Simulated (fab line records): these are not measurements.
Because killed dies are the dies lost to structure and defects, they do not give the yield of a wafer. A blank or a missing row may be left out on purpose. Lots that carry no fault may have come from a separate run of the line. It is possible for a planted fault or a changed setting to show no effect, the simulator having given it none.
The same fault as seen by 2 desks | flow gf180mcu | only its own numbers are on each desk; what lay behind them is given at the end

== METROLOGY DESK ==
Means of the sampled wafers that have a number, per lot and without regard to the tool the lot ran on: this is what the gauges read. The brackets show how far a lot's mean lies from the usual mean; more than 4 standard deviations puts the lot out of limits, marked OUT.
Columns: A = STI_OXIDATION_02_THK at GF_STI_THK_MEAS_30, usual 9.95 nm
lot  | first seen here | A
L665 | day 2 06:12     | 9.95
L666 | day 2 12:16     | 9.84
L675 | day 4 08:46     | 9.96
L678 | day 5 00:12     | 10.17
L681 | day 5 16:17     | 9.92
L688 | day 7 04:26     | 10.09
This desk's verdict: no lot among the 6 shows anything out of limits.

== THE TOOL OWNER'S DESK: implanter-02 ==
For each lot that ran on this tool, the mean over its sampled wafers that have a number, from the tool's own readings at GF_DNWELL_IMPLANT_07. The brackets show how far a lot's mean lies from the usual mean; more than 4 standard deviations puts the lot out of limits, marked OUT.
Columns: A = dose_ions_cm2 at GF_DNWELL_IMPLANT_07, usual 9.999e+12; B = end_station_pressure_torr at GF_DNWELL_IMPLANT_07, usual 5.01e-06 Torr; C = faraday_current_uA at GF_DNWELL_IMPLANT_07, usual 56.4
lot  | first seen here | A                   | B        | C
L665 | day 2 18:32     | 9.988e+12           | 4.89e-06 | 55.9
L675 | day 4 22:52     | 9.410e+12 (-49) OUT | 5.20e-06 | 52.2
L678 | day 5 14:26     | 9.393e+12 (-51) OUT | 4.93e-06 | 53.7
Finding of this desk: L675, L678 out of limits; the first was L675 at day 4 22:52, on dose_ions_cm2 at GF_DNWELL_IMPLANT_07. L665 stayed within limits.

== PUT TOGETHER ==
An alarm could have come from the tool owner's desk at day 4 22:52, on L675, L678.
Nothing out of limits was seen by the metrology desk.
The metrology desk holds a record of L675, L678, inside its limits.
All the named lots went through GF_DNWELL_IMPLANT_07 on implanter-02.

== WHAT THE SIMULATOR HAD INSERTED ==
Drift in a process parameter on implanter-02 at GF_DNWELL_IMPLANT_07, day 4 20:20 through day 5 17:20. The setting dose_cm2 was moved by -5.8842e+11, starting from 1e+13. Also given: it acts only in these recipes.
Struck lots among those shown: L675, L678.
Hours from the fault's start to each desk's first reading out of limits: the tool owner's desk, 3.
